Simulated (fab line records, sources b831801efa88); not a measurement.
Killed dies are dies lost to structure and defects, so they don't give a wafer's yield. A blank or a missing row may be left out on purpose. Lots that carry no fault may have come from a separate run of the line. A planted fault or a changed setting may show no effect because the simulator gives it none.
fab line records	flow sky130
record: lots: 12	wafers: 36	last_day: 50
route steps=708 shown VT_ADJUST_HVTP@93 VT_ADJUST_LVTN@117 VT_ADJUST_NCORE@128 VT_ADJUST_HVTR@138 PAD_OPEN@708
lots with no fault: from the same line, run without faults
start_h: hours from the record's opening day to when the first of the lot's shown wafers began	wait_h: time in hours since the lot's previous step	" as in the row above	L1.1+2: a row that stands for several wafers	- value missing, or start not given	* or withheld: withheld	< > ~ a bound
route shown NAME@n: names a module that has steps shown in the file, with the first one's number in the route	usual: mean/standard deviation taken from wafers without a fault	same: alike in all rows	chamber/n: place in a boat	sites: each site's reading	_std_site: standard deviation across them	_edge_site: the outer-site mean with the inner-site mean subtracted	radius_mm: how far each site lies from the wafer's centre	mask NAME#n: copy n	behind: tool/chamber where the wafer was last shaped	hold: what put the lot on hold/how long, in hours/how the hold closed	device: whichever transistor did not switch (one of n, p or np)	end of line: at the end of the route, the tests of the same wafers	a step with no rows: only its recipe	killed: at the first sort, the dies lost to defects and structure; wafer yield is something else	map: a wafer's dies, marking killed ones x, the rest . and places with no die _
set.NAME: the setting that was run; set.NAME@STEP: the one run at that earlier step	model.NAME: the simulator's own value behind a step, which no gauge read
steps of the route over a sample of lots; a table a step, a row a wafer
services: when a tool's chamber went out of use (start_h, in hours from the record's first day, below 0 if earlier), for how many hours, and the reason
== steps ==
step: SKY_VT_ADJUST_HVTP_OVL_MEAS_08
usual: VT_ADJUST_HVTP_OVL: -1.7/1.3
lot.wafer	tool	chamber	start_h	wait_h	VT_ADJUST_HVTP_OVL[nm]
L737.2	overlay-02	-	134.32	0.1	-3.7
L737.4	"	-	"	"	-2.1
L737.5	"	-	"	"	-3.6
L738.2	overlay-01	-	141.94	0.1	-2.1
L738.3	"	-	"	"	-1.6
L738.6	"	-	"	"	-3.9
L739.2	overlay-02	-	142.24	0.1	-1.5
L739.3	"	-	"	"	-3.1
L739.5	"	-	"	"	-3.4
L740.2	overlay-02	-	150.42	0.1	-2.7
L740.4	"	-	"	"	-1.6
L740.5	"	-	"	"	-2.4
L741.1	overlay-01	-	154.90	0.1	0.0
L741.2	"	-	"	"	-0.6
L741.6	"	-	"	"	-1.5
L746.1	overlay-01	-	187.46	0.1	-0.4
L746.2	"	-	"	"	0.1
L746.4	"	-	"	"	-2.4
L751.1	overlay-02	-	219.33	0.1	-0.9
L751.3	"	-	"	"	-0.4
L751.5	"	-	"	"	-1.9
L752.2	overlay-02	-	226.24	0.1	-1.5
L752.3	"	-	"	"	-0.5
L752.5	"	-	"	"	-2.2
L753.3	overlay-01	-	230.46	0.1	-1.7
L753.4	"	-	"	"	-2.6
L753.6	"	-	"	"	-3.0
L757.1	overlay-01	-	261.08	0.1	-1.8
L757.5	"	-	"	"	-0.4
L757.6	"	-	"	"	-0.5
L758.2	overlay-01	-	264.57	0.1	-0.9
L758.4	"	-	"	"	0.0
L758.6	"	-	"	"	-0.5
L759.3	overlay-02	-	272.84	0.1	-1.5
L759.5	"	-	"	"	-2.2
L759.6	"	-	"	"	-1.2
step: SKY_VT_ADJUST_LVTN_STRIP_20
recipe: chemistry: O2/N2	power_w: 1400	pressure_mtorr: 1500	platen_temp_c: withheld	o2_flow_sccm: 3000	n2_flow_sccm: 300	overash_fraction: 0.5
usual: drypump_motor_current_A: 5.4/0.35	oes_product_au: 0.715/0.0047	strip_time_to_endpoint_s: 14.19/0.048
lot.wafer	tool	chamber	start_h	wait_h	drypump_motor_current_A	oes_product_au	rf_hours_counter_h	strip_time_to_endpoint_s
L737.2	plasma_asher-01	1	174.03	0.1	5.3	0.715	48	14.16
L737.4	"	1	"	"	5.3	0.708	-	14.18
L737.5	"	1	"	"	5.3	0.710	-	14.19
L738.2	plasma_asher-04	0	182.41	0.1	5.5	0.720	6	14.13
L738.3	"	1	"	"	4.9	0.725	-	14.13
L738.6	"	0	"	"	5.5	0.718	-	14.11
L739.2	plasma_asher-03	0	182.90	0.1	5.3	0.711	39	14.14
L739.3	"	1	"	"	6.2	0.709	-	14.15
L739.5	"	1	"	"	6.2	0.710	-	14.17
L740.2	plasma_asher-01	1	192.27	0.1	5.3	0.713	50	14.07
L740.4	"	1	"	"	5.3	0.719	-	14.12
L740.5	"	1	"	"	5.3	0.719	-	14.14
L741.1	plasma_asher-04	0	196.26	0.1	5.5	0.716	8	14.28
L741.2	"	1	"	"	4.9	0.712	8	14.26
L741.6	"	1	"	"	4.9	0.722	-	14.27
L746.1	plasma_asher-01	0	232.21	0.1	5.4	0.720	54	14.25
L746.2	"	1	"	"	5.3	0.720	54	14.22
L746.4	"	0	"	"	5.4	0.712	-	14.22
L751.1	plasma_asher-01	0	265.88	0.1	5.4	0.712	57	14.25
L751.3	"	0	"	"	5.4	0.708	-	14.27
L751.5	"	0	"	"	5.4	0.714	-	14.27
L752.2	plasma_asher-01	0	274.66	0.1	5.4	0.710	58	14.21
L752.3	"	1	"	"	5.3	0.707	-	14.23
L752.5	"	1	"	"	5.3	0.721	-	14.20
L753.3	plasma_asher-01	0	277.73	0.1	5.4	0.719	-	14.22
L753.4	"	1	"	"	5.3	0.716	-	14.25
L753.6	"	0	"	"	5.4	0.726	-	14.23
L757.1	plasma_asher-03	0	310.86	0.1	5.3	0.715	51	14.17
L757.5	"	1	"	"	6.2	0.713	-	14.15
L757.6	"	0	"	"	5.3	0.714	-	14.17
L758.2	plasma_asher-01	1	314.91	0.1	5.3	0.718	62	14.21
L758.4	"	1	"	"	5.3	0.711	-	14.20
L758.6	"	0	"	"	5.4	0.714	-	14.19
L759.3	plasma_asher-01	0	323.80	0.1	5.4	0.719	-	14.13
L759.5	"	1	"	"	5.3	0.710	-	14.16
L759.6	"	0	"	"	5.4	0.709	-	14.16
step: SKY_VT_ADJUST_NCORE_IMPLANT_09
recipe: species: B	energy_kev: 10	dose_cm2: 2.4e+12	tilt_deg: withheld
usual: beam_energy_keV: 10.001/0.0032	beam_on_s: 9.99/0.19	end_station_pressure_torr: 5.04e-06/2.8e-07	faraday_current_uA: 13.55/0.25
lot.wafer	tool	chamber	start_h	wait_h	beam_energy_keV	beam_on_s	end_station_pressure_torr	faraday_current_uA
L737.2	implanter-01	0	195.03	0.0	10.001	9.82	4.81e-06	13.72
L737.4	"	0	"	"	10.004	9.85	5.32e-06	13.77
L737.5	"	0	"	"	10.002	10.00	5.34e-06	13.54
L738.2	implanter-03	0	204.06	0.0	10.002	10.16	5.12e-06	13.36
L738.3	"	0	"	"	10.003	10.02	4.93e-06	13.57
L738.6	"	0	"	"	10.003	9.77	5.06e-06	13.87
L739.2	implanter-01	0	204.72	0.0	10.003	9.88	5.1e-06	13.69
L739.3	"	0	"	"	10.002	10.07	4.65e-06	13.45
L739.5	"	0	"	"	9.999	9.83	4.91e-06	13.77
L740.2	implanter-03	0	214.36	0.0	10.002	9.94	5.39e-06	13.65
L740.4	"	0	"	"	10.002	10.48	5.52e-06	12.92
L740.5	"	0	"	"	10.004	10.06	4.49e-06	13.45
L741.1	implanter-01	0	218.35	0.0	10.002	9.70	4.98e-06	13.92
L741.2	"	0	"	"	10.002	10.09	5.31e-06	13.43
L741.6	"	0	"	"	10.007	10.00	5.02e-06	13.47
L746.1	implanter-01	0	256.23	0.2	9.999	10.11	5.12e-06	13.47
L746.2	"	0	"	"	10.004	10.27	5.13e-06	13.14
L746.4	"	0	"	"	10.000	10.17	5.4e-06	13.28
L751.1	implanter-03	0	290.10	0.0	10.000	10.10	5.22e-06	13.43
L751.3	"	0	"	"	9.997	10.03	5.22e-06	13.46
L751.5	"	0	"	"	9.998	9.96	5.64e-06	13.50
L752.2	implanter-01	0	299.01	0.0	10.000	10.82	6.099e-05	12.11
L752.3	"	0	"	"	9.999	10.93	6.006e-05	11.94
L752.5	"	0	"	"	9.999	10.78	5.935e-05	12.16
L753.3	implanter-01	0	302.43	0.1	9.999	10.98	6.374e-05	11.83
L753.4	"	0	"	"	10.000	10.75	6.363e-05	12.19
L753.6	"	0	"	"	9.998	10.59	6.37e-05	12.30
L757.1	implanter-03	0	336.75	0.0	10.003	10.23	5.2e-06	13.33
L757.5	"	0	"	"	10.002	9.94	5.94e-06	13.64
L757.6	"	0	"	"	10.003	9.78	4.48e-06	13.83
L758.2	implanter-03	0	341.61	0.0	10.004	9.78	5.01e-06	13.84
L758.4	"	0	"	"	10.002	10.36	4.9e-06	13.06
L758.6	"	0	"	"	10.001	9.72	5.15e-06	13.90
L759.3	implanter-03	0	349.98	0.1	10.001	9.79	5.08e-06	13.82
L759.5	"	0	"	"	10.005	9.99	4.51e-06	13.55
L759.6	"	0	"	"	10.005	9.93	5.27e-06	13.61
step: SKY_VT_ADJUST_NCORE_TW_MEAS_11
usual: VT_ADJUST_NCORE_TW: 218.3/1.6
lot.wafer	tool	chamber	start_h	wait_h	VT_ADJUST_NCORE_TW
L737.2	film_metro-01	-	195.26	0.1	217.5
L737.4	"	-	"	"	217.5
L737.5	"	-	"	"	217.3
L738.2	film_metro-02	-	204.29	0.1	218.0
L738.3	"	-	"	"	217.3
L738.6	"	-	"	"	217.1
L739.2	film_metro-04	-	204.96	0.1	220.7
L739.3	"	-	"	"	222.3
L739.5	"	-	"	"	221.6
L740.2	film_metro-02	-	214.59	0.1	217.7
L740.4	"	-	"	"	217.3
L740.5	"	-	"	"	217.9
L741.1	film_metro-02	-	218.60	0.1	216.9
L741.2	"	-	"	"	216.5
L741.6	"	-	"	"	218.0
L746.1	film_metro-02	-	256.48	0.1	218.2
L746.2	"	-	"	"	218.0
L746.4	"	-	"	"	217.2
L751.1	film_metro-04	-	290.35	0.1	221.8
L751.3	"	-	"	"	223.0
L751.5	"	-	"	"	221.9
L752.2	film_metro-02	-	299.24	0.1	222.8
L752.3	"	-	"	"	222.8
L752.5	"	-	"	"	222.8
L753.3	film_metro-01	-	302.65	0.1	222.7
L753.4	"	-	"	"	222.3
L753.6	"	-	"	"	222.4
L757.1	film_metro-01	-	337.00	0.1	217.8
L757.5	"	-	"	"	217.8
L757.6	"	-	"	"	217.1
L758.2	film_metro-02	-	341.84	0.1	218.2
L758.4	"	-	"	"	218.8
L758.6	"	-	"	"	218.5
L759.3	film_metro-04	-	350.20	0.1	221.4
L759.5	"	-	"	"	221.6
L759.6	"	-	"	"	220.8
step: SKY_VT_ADJUST_HVTR_CD_MEAS_07
recipe: target_cd_nm: 380
usual: cd_nm: 380.6/2.4
lot.wafer	tool	chamber	start_h	wait_h	cd_nm
L737.2	cd_sem-01	-	217.68	0.1	381.3
L737.4	"	-	"	"	380.1
L737.5	"	-	"	"	377.0
L738.2	cd_sem-02	-	226.91	0.1	377.2
L738.3	"	-	"	"	380.5
L738.6	"	-	"	"	380.0
L739.2	cd_sem-02	-	227.23	0.1	374.8
L739.3	"	-	"	"	376.6
L739.5	"	-	"	"	374.8
L740.2	cd_sem-01	-	237.38	0.1	379.0
L740.4	"	-	"	"	377.6
L740.5	"	-	"	"	376.6
L741.1	cd_sem-02	-	240.76	0.1	380.3
L741.2	"	-	"	"	379.2
L741.6	"	-	"	"	378.6
L746.1	cd_sem-01	-	279.92	0.2	380.3
L746.2	"	-	"	"	381.0
L746.4	"	-	"	"	379.6
L751.1	cd_sem-01	-	316.04	0.1	383.1
L751.3	"	-	"	"	382.6
L751.5	"	-	"	"	383.8
L752.2	cd_sem-01	-	325.21	0.1	379.6
L752.3	"	-	"	"	379.7
L752.5	"	-	"	"	378.6
L753.3	cd_sem-02	-	329.60	0.1	382.3
L753.4	"	-	"	"	380.7
L753.6	"	-	"	"	381.6
L757.1	cd_sem-01	-	363.16	0.1	379.0
L757.5	"	-	"	"	379.7
L757.6	"	-	"	"	381.3
L758.2	cd_sem-02	-	368.41	0.1	380.6
L758.4	"	-	"	"	380.7
L758.6	"	-	"	"	379.0
L759.3	cd_sem-02	-	377.20	0.1	380.8
L759.5	"	-	"	"	379.6
L759.6	"	-	"	"	379.4
step: SKY_PAD_OPEN_PROBE_99
usual: killed_at_M0_to_M3: 44/7.3	killed_at_M4_up: 3.4/1.8	killed_at_contacts: 24/5.8	killed_at_front_end: 15/4.9	killed_at_other: 0.4/0.63	killed_dies: 86/11	killed_open: 47/8	killed_short: 39/6.5
same: gross_dies: 492	killed_at_back_side: 0
lot.wafer	tool	chamber	start_h	wait_h	killed_at_M0_to_M3	killed_at_M4_up	killed_at_contacts	killed_at_front_end	killed_at_other	killed_dies	killed_open	killed_short
L737.2	prober-02	-	1089.22	0.1	36	3	31	23	0	93	52	41
L737.4	prober-02	-	1089.32	0.2	57	6	18	11	0	92	52	40
L737.5	prober-02	-	1089.37	0.2	45	3	10	13	0	71	37	34
L739.2	prober-01	-	1105.10	0.1	32	2	22	13	0	69	36	33
L739.3	prober-01	-	1105.15	0.2	46	7	28	15	0	96	47	49
L739.5	prober-01	-	1105.25	0.2	47	1	24	16	0	88	47	40
L738.2	prober-02	-	1106.80	0.1	41	5	22	15	1	84	42	42
L738.3	prober-02	-	1106.85	0.2	54	3	19	13	1	90	45	45
L738.6	prober-02	-	1107.00	0.2	40	3	24	20	0	87	42	44
L740.2	prober-01	-	1109.00	0.1	45	2	17	24	1	89	54	35
L740.4	prober-01	-	1109.10	0.2	47	2	23	7	0	79	45	34
L740.5	prober-01	-	1109.15	0.2	53	2	21	12	0	88	45	43
L741.1	prober-02	-	1110.12	0.1	43	3	17	8	0	71	43	28
L741.2	prober-02	-	1110.17	0.1	48	5	26	19	0	98	54	43
L741.6	prober-02	-	1110.37	0.2	50	7	19	8	0	84	46	38
L746.1	prober-01	-	1142.09	0.1	33	5	22	10	0	70	41	28
L746.2	prober-01	-	1142.14	0.1	36	6	24	20	0	86	58	27
L746.4	prober-01	-	1142.24	0.2	45	5	19	23	0	92	45	46
L751.1	prober-02	-	1164.41	0.1	44	2	25	13	0	84	39	45
L751.3	prober-02	-	1164.51	0.2	38	5	35	14	0	92	59	33
L751.5	prober-02	-	1164.61	0.2	48	1	21	12	0	82	47	35
L753.3	prober-01	-	1170.99	0.2	40	3	23	27	0	93	50	43
L753.4	prober-01	-	1171.04	0.2	43	4	27	13	3	90	44	44
L753.6	prober-01	-	1171.14	0.2	39	7	31	13	1	91	48	42
L752.2	prober-02	-	1173.03	0.1	46	0	22	23	1	92	55	37
L752.3	prober-02	-	1173.08	0.2	52	2	29	22	0	105	69	36
L752.5	prober-02	-	1173.18	0.2	48	6	29	14	1	98	54	43
L757.1	prober-02	-	1191.40	0.1	62	3	32	23	1	121	73	48
L757.5	prober-02	-	1191.60	0.2	53	4	24	11	0	92	45	47
L757.6	prober-02	-	1191.65	0.2	46	3	21	17	0	87	44	43
L758.2	prober-01	-	1197.49	0.1	57	4	23	13	0	97	50	47
L758.4	prober-01	-	1197.59	0.2	45	2	25	3	0	75	31	44
L758.6	prober-01	-	1197.69	0.2	46	3	29	15	0	93	48	45
L759.3	prober-01	-	1200.66	0.2	33	4	31	10	0	78	45	33
L759.5	prober-01	-	1200.76	0.2	33	5	29	10	1	78	41	37
L759.6	prober-01	-	1200.81	0.2	42	5	33	19	0	99	52	47
killed by level:class
L737.2 CONTACT:geometric_particle:open=10 VIA1:geometric_particle:open=10 VIA3:geometric_particle:open=8 LI_CONTACT:geometric_particle:open=6 LOCAL_INTERCONNECT:geometric_particle:short=6 FIELD_ISO:geometric_particle:open=5 FIELD_ISO:geometric_particle:short=5 CONTACT:geometric_particle:short=5
L737.4 VIA3:geometric_particle:open=11 CONTACT:geometric_particle:open=10 VIA1:geometric_particle:open=10 METAL1:geometric_particle:short=7 VIA2:geometric_particle:open=6 METAL4:geometric_particle:short=5 VIA1:geometric_particle:short=5 VIA2:geometric_particle:short=5
L737.5 VIA1:geometric_particle:open=10 METAL1:geometric_particle:short=8 CONTACT:geometric_particle:short=5 CONTACT:geometric_particle:open=5 VIA2:geometric_particle:open=5 VIA3:geometric_particle:open=5 POLY_GATE:geometric_particle:open=4 VIA1:geometric_particle:short=4
L739.2 VIA1:geometric_particle:open=7 POLY_GATE:geometric_particle:open=6 CONTACT:geometric_particle:short=6 CONTACT:geometric_particle:open=6 VIA3:geometric_particle:open=6 LI_CONTACT:geometric_particle:open=5 FIELD_ISO:geometric_particle:short=4 METAL2:geometric_particle:short=4
L739.3 CONTACT:geometric_particle:open=10 VIA1:geometric_particle:open=8 METAL2:geometric_particle:short=8 LI_CONTACT:geometric_particle:open=7 VIA2:geometric_particle:open=7 METAL4:geometric_particle:short=7 CONTACT:geometric_particle:short=5 METAL3:geometric_particle:short=5
L739.5 LI_CONTACT:geometric_particle:open=9 VIA1:geometric_particle:open=9 VIA2:geometric_particle:open=7 METAL1:geometric_particle:short=6 CONTACT:geometric_particle:open=6 METAL2:geometric_particle:short=5 FIELD_ISO:geometric_particle:open=4 POLY_GATE:geometric_particle:short=4
L738.2 VIA1:geometric_particle:open=9 VIA2:geometric_particle:open=7 CONTACT:geometric_particle:short=6 LOCAL_INTERCONNECT:geometric_particle:short=6 CONTACT:geometric_particle:open=5 VIA1:geometric_particle:short=5 METAL2:geometric_particle:short=5 VIA3:geometric_particle:open=4
L738.3 VIA1:geometric_particle:open=11 VIA3:geometric_particle:open=9 METAL2:geometric_particle:short=8 VIA1:geometric_particle:short=7 LI_CONTACT:geometric_particle:open=6 CONTACT:geometric_particle:open=6 METAL3:geometric_particle:short=5 METAL1:geometric_particle:short=5
L738.6 METAL2:geometric_particle:short=10 VIA1:geometric_particle:open=7 LOCAL_INTERCONNECT:geometric_particle:short=6 LI_CONTACT:geometric_particle:open=6 CONTACT:geometric_particle:open=6 VIA3:geometric_particle:open=5 VIA2:geometric_particle:open=5 FIELD_ISO:geometric_particle:open=4
L740.2 VIA3:geometric_particle:open=11 VIA1:geometric_particle:open=10 VIA2:geometric_particle:open=10 POLY_GATE:geometric_particle:short=6 FIELD_ISO:geometric_particle:open=5 POLY_GATE:geometric_particle:open=5 LI_CONTACT:geometric_particle:open=5 FIELD_ISO:geometric_particle:short=4
L740.4 VIA1:geometric_particle:open=10 VIA3:geometric_particle:open=10 LI_CONTACT:geometric_particle:open=8 VIA3:geometric_particle:short=7 CONTACT:geometric_particle:open=6 VIA1:geometric_particle:short=6 METAL2:geometric_particle:short=4 METAL1:geometric_particle:short=4
L740.5 VIA1:geometric_particle:open=12 CONTACT:geometric_particle:open=8 METAL2:geometric_particle:short=6 VIA3:geometric_particle:short=6 LI_CONTACT:geometric_particle:open=5 CONTACT:geometric_particle:short=5 METAL1:geometric_particle:short=5 VIA1:geometric_particle:short=5
L741.1 VIA2:geometric_particle:open=9 CONTACT:geometric_particle:open=8 VIA1:geometric_particle:open=7 VIA3:geometric_particle:open=6 LI_CONTACT:geometric_particle:open=4 METAL3:geometric_particle:short=4 METAL2:geometric_particle:short=3 VIA1:geometric_particle:short=3
L741.2 LI_CONTACT:geometric_particle:open=11 CONTACT:geometric_particle:open=10 VIA1:geometric_particle:open=9 VIA2:geometric_particle:open=7 METAL2:geometric_particle:short=7 FIELD_ISO:geometric_particle:open=6 METAL1:geometric_particle:short=6 FIELD_ISO:geometric_particle:short=5
L741.6 VIA2:geometric_particle:open=13 LI_CONTACT:geometric_particle:open=7 CONTACT:geometric_particle:short=6 VIA1:geometric_particle:short=6 VIA3:geometric_particle:open=6 VIA2:geometric_particle:short=5 VIA1:geometric_particle:open=5 METAL1:geometric_particle:short=4
L746.1 CONTACT:geometric_particle:open=9 VIA3:geometric_particle:open=6 VIA1:geometric_particle:open=6 LI_CONTACT:geometric_particle:open=5 VIA2:geometric_particle:open=5 METAL4:geometric_particle:short=5 METAL3:geometric_particle:short=4 LOCAL_INTERCONNECT:geometric_particle:short=4
L746.2 VIA1:geometric_particle:open=12 LI_CONTACT:geometric_particle:open=10 VIA2:geometric_particle:open=9 CONTACT:geometric_particle:open=6 POLY_GATE:geometric_particle:open=5 POLY_CUT:geometric_particle:short=4 CONTACT:geometric_particle:short=4 FIELD_ISO:geometric_particle:short=3
L746.4 VIA3:geometric_particle:open=10 VIA2:geometric_particle:short=7 FIELD_ISO:geometric_particle:open=6 CONTACT:geometric_particle:open=6 VIA1:geometric_particle:short=6 VIA2:geometric_particle:open=6 METAL4:geometric_particle:short=5 POLY_GATE:geometric_particle:open=5
L751.1 VIA1:geometric_particle:open=11 CONTACT:geometric_particle:open=9 METAL1:geometric_particle:short=8 FIELD_ISO:geometric_particle:short=5 LOCAL_INTERCONNECT:geometric_particle:short=5 VIA2:geometric_particle:short=5 VIA2:geometric_particle:open=5 METAL3:geometric_particle:short=5
L751.3 CONTACT:geometric_particle:open=14 VIA1:geometric_particle:open=11 LI_CONTACT:geometric_particle:open=9 VIA3:geometric_particle:open=9 VIA1:geometric_particle:short=5 LI_CONTACT:geometric_particle:short=5 FIELD_ISO:geometric_particle:short=4 METAL1:geometric_particle:short=4
L751.5 VIA1:geometric_particle:open=11 VIA3:geometric_particle:open=8 CONTACT:geometric_particle:open=8 VIA2:geometric_particle:short=6 VIA2:geometric_particle:open=5 FIELD_ISO:geometric_particle:short=4 POLY_GATE:geometric_particle:open=4 LOCAL_INTERCONNECT:geometric_particle:short=4
L753.3 CONTACT:geometric_particle:open=9 VIA1:geometric_particle:open=9 POLY_GATE:geometric_particle:open=8 VIA2:geometric_particle:open=8 METAL2:geometric_particle:short=6 FIELD_ISO:geometric_particle:short=5 LOCAL_INTERCONNECT:geometric_particle:short=5 VIA1:geometric_particle:short=5
L753.4 VIA1:geometric_particle:open=10 LI_CONTACT:geometric_particle:open=8 METAL2:geometric_particle:short=8 VIA1:geometric_particle:short=7 VIA2:geometric_particle:open=7 LOCAL_INTERCONNECT:geometric_particle:short=6 METAL1:geometric_particle:short=5 FIELD_ISO:geometric_particle:short=4
L753.6 CONTACT:geometric_particle:open=10 LI_CONTACT:geometric_particle:open=9 VIA3:geometric_particle:open=7 METAL1:geometric_particle:short=7 LI_CONTACT:geometric_particle:short=6 VIA1:geometric_particle:short=6 VIA1:geometric_particle:open=6 FIELD_ISO:geometric_particle:short=5
L752.2 VIA1:geometric_particle:open=11 LI_CONTACT:geometric_particle:open=9 VIA2:geometric_particle:open=9 POLY_GATE:geometric_particle:open=7 METAL2:geometric_particle:short=6 FIELD_ISO:geometric_particle:short=5 FIELD_ISO:geometric_particle:open=5 LI_CONTACT:geometric_particle:short=5
L752.3 VIA1:geometric_particle:open=15 VIA2:geometric_particle:open=11 CONTACT:geometric_particle:open=11 VIA3:geometric_particle:open=8 POLY_GATE:geometric_particle:open=7 LI_CONTACT:geometric_particle:open=7 METAL2:geometric_particle:short=7 FIELD_ISO:geometric_particle:open=6
L752.5 LI_CONTACT:geometric_particle:open=12 VIA1:geometric_particle:open=11 VIA2:geometric_particle:open=10 CONTACT:geometric_particle:open=7 METAL2:geometric_particle:short=7 VIA2:geometric_particle:short=5 METAL4:geometric_particle:short=5 FIELD_ISO:geometric_particle:short=4
L757.1 VIA1:geometric_particle:open=18 CONTACT:geometric_particle:open=11 VIA3:geometric_particle:open=11 FIELD_ISO:geometric_particle:short=8 LI_CONTACT:geometric_particle:open=8 VIA1:geometric_particle:short=6 METAL2:geometric_particle:short=6 FIELD_ISO:geometric_particle:open=5
L757.5 VIA1:geometric_particle:open=15 CONTACT:geometric_particle:open=9 VIA2:geometric_particle:short=8 VIA1:geometric_particle:short=6 METAL2:geometric_particle:short=6 LOCAL_INTERCONNECT:geometric_particle:short=5 VIA2:geometric_particle:open=5 FIELD_ISO:geometric_particle:short=4
L757.6 CONTACT:geometric_particle:short=8 VIA2:geometric_particle:open=8 LI_CONTACT:geometric_particle:open=7 FIELD_ISO:geometric_particle:open=6 METAL1:geometric_particle:short=6 POLY_GATE:geometric_particle:open=5 VIA1:geometric_particle:short=5 VIA1:geometric_particle:open=5
L758.2 VIA1:geometric_particle:open=12 CONTACT:geometric_particle:open=8 METAL1:geometric_particle:short=8 VIA1:geometric_particle:short=8 VIA3:geometric_particle:open=7 POLY_GATE:geometric_particle:short=5 LI_CONTACT:geometric_particle:open=5 LOCAL_INTERCONNECT:geometric_particle:short=5
L758.4 METAL2:geometric_particle:short=11 VIA1:geometric_particle:open=9 CONTACT:geometric_particle:short=9 CONTACT:geometric_particle:open=7 METAL1:geometric_particle:short=5 VIA3:geometric_particle:open=5 VIA1:geometric_particle:short=5 LOCAL_INTERCONNECT:geometric_particle:short=4
L758.6 VIA1:geometric_particle:open=11 CONTACT:geometric_particle:open=9 METAL2:geometric_particle:short=9 LOCAL_INTERCONNECT:geometric_particle:short=8 CONTACT:geometric_particle:short=8 VIA2:geometric_particle:open=8 POLY_GATE:geometric_particle:open=6 VIA3:geometric_particle:open=5
L759.3 LI_CONTACT:geometric_particle:open=11 CONTACT:geometric_particle:open=6 VIA1:geometric_particle:open=6 LOCAL_INTERCONNECT:geometric_particle:short=5 METAL3:geometric_particle:short=5 VIA2:geometric_particle:open=5 VIA3:geometric_particle:open=5 FIELD_ISO:geometric_particle:open=4
L759.5 CONTACT:geometric_particle:open=12 VIA1:geometric_particle:open=7 VIA3:geometric_particle:open=7 LOCAL_INTERCONNECT:geometric_particle:short=6 CONTACT:geometric_particle:short=5 FIELD_ISO:geometric_particle:short=4 METAL1:geometric_particle:short=4 LI_CONTACT:geometric_particle:open=3
L759.6 CONTACT:geometric_particle:open=9 LI_CONTACT:geometric_particle:open=8 VIA1:geometric_particle:open=8 LOCAL_INTERCONNECT:geometric_particle:short=7 METAL1:geometric_particle:short=7 VIA1:geometric_particle:short=6 METAL2:geometric_particle:short=6 CONTACT:geometric_particle:short=5
== services ==
tool	chamber	start_h	hours	kind
implanter-01	-	193.86	1.0	repair
implanter-01	-	206.58	1.4	repair
implanter-01	-	256.46	1.9	repair
plasma_asher-03	-	272.52	2.7	repair
plasma_asher-03	-	273.02	6.1	repair
implanter-03	-	292.83	0.6	repair
implanter-01	-	303.45	5.6	repair
implanter-03	-	315.77	2.2	repair
plasma_asher-04	-	318.06	2.7	repair
plasma_asher-01	-	326.82	10.3	repair
plasma_asher-03	-	328.90	1.2	repair
== key ==
first_sign: step: SKY_VT_ADJUST_NCORE_IMPLANT_09	reading: end_station_pressure_torr	direction: up	sigmas: 99+	usual: 5.04e-06	struck: 6.191e-05
effect: step: SKY_VT_ADJUST_NCORE_IMPLANT_09	reading: faraday_current_uA	direction: down	sigmas: 5.8	usual: 13.55	struck: 12.09
effect: step: SKY_VT_ADJUST_NCORE_TW_MEAS_11	reading: VT_ADJUST_NCORE_TW	direction: up	sigmas: 2.7	usual: 218.3	struck: 222.6
met_at SKY_VT_ADJUST_NCORE_IMPLANT_09
struck_lots L752,L753
tester_left_out L752,L753
not_acting_at SKY_VT_ADJUST_HVTP_OVL_MEAS_08,SKY_VT_ADJUST_LVTN_STRIP_20,SKY_VT_ADJUST_HVTR_CD_MEAS_07
onset_between 256.23 299.01
fault: kind: process_parameter_drift	tool: implanter-01	chamber: -	onset_h: 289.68	steps: SKY_VT_ADJUST_NCORE_IMPLANT_09	channel: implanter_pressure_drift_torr	offset: 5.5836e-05	shape: step	end_h: 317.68
fault: kind: process_parameter_drift	tool: implanter-01	chamber: -	onset_h: 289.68	steps: SKY_VT_ADJUST_NCORE_IMPLANT_09	channel: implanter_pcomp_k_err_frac	offset: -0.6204	shape: step	end_h: 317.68
tester_left_out: of these lots the tester's yield and bins aren't shown, on N5 and GAA mostly nor the transistor test; their killed dies are dies lost to structure and defects alone, not to doping, threshold or leakage, so they don't give the yield
